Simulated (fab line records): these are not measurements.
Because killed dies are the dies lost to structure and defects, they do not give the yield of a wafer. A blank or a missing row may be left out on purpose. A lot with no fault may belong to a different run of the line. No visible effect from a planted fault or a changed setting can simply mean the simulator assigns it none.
Matching of chambers ; flow sky130 ; 4 sister chambers for SKY_FIELD_ISO_ETCH_14 on rie diel-03
The step etches BARC in N2/H2, stops on SiO2, time 45.9 s, target depth 60 nm. 4 wafers are shown with their chamber, then 10 later ones without.

WAFERS WITH THEIR CHAMBER
wafer;chamber;drypump motor current A (A)
L084.4;3;5.3
L087.5;2;5.8
L090.2;1;6.2
L090.3;0;5.3

WAFERS WHOSE CHAMBER IS MISSING
wafer;drypump motor current A (A)
L090.5;6.2
L092.1;5.8
L092.4;5.3
L092.6;5.3
L093.2;5.3
L093.3;5.2
L093.5;5.8
L095.1;5.8
L095.2;5.3
L095.5;5.3

EACH ONE'S CHAMBER
wafer;from the rows above;in truth
L090.5;1;1
L092.1;2;2
L092.4;can't be placed: 0 or 3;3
L092.6;can't be placed: 0 or 3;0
L093.2;can't be placed: 0 or 3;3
L093.3;can't be placed: 0 or 3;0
L093.5;2;2
L095.1;2;2
L095.2;can't be placed: 0 or 3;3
L095.5;can't be placed: 0 or 3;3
Correctly placed: 4 of 10. Cannot be placed on the basis of these rows: 6; the candidates contain the true chamber in 6. Number placed wrongly: 0.
How it was worked out, from the rows above alone: a wafer's distance from a chamber is the root of the sum, over the readings, of the square of ((its reading less the chamber's mean) divided by the reading's scatter). If the next closest chamber is less than 2 further off than the closest, the wafer can't be placed; otherwise it belongs to the closest. A chamber's mean is the mean of its shown wafers. The scatter: with one shown wafer a chamber, the root of the mean of the squares of how far each hidden wafer lies from its nearest shown one.
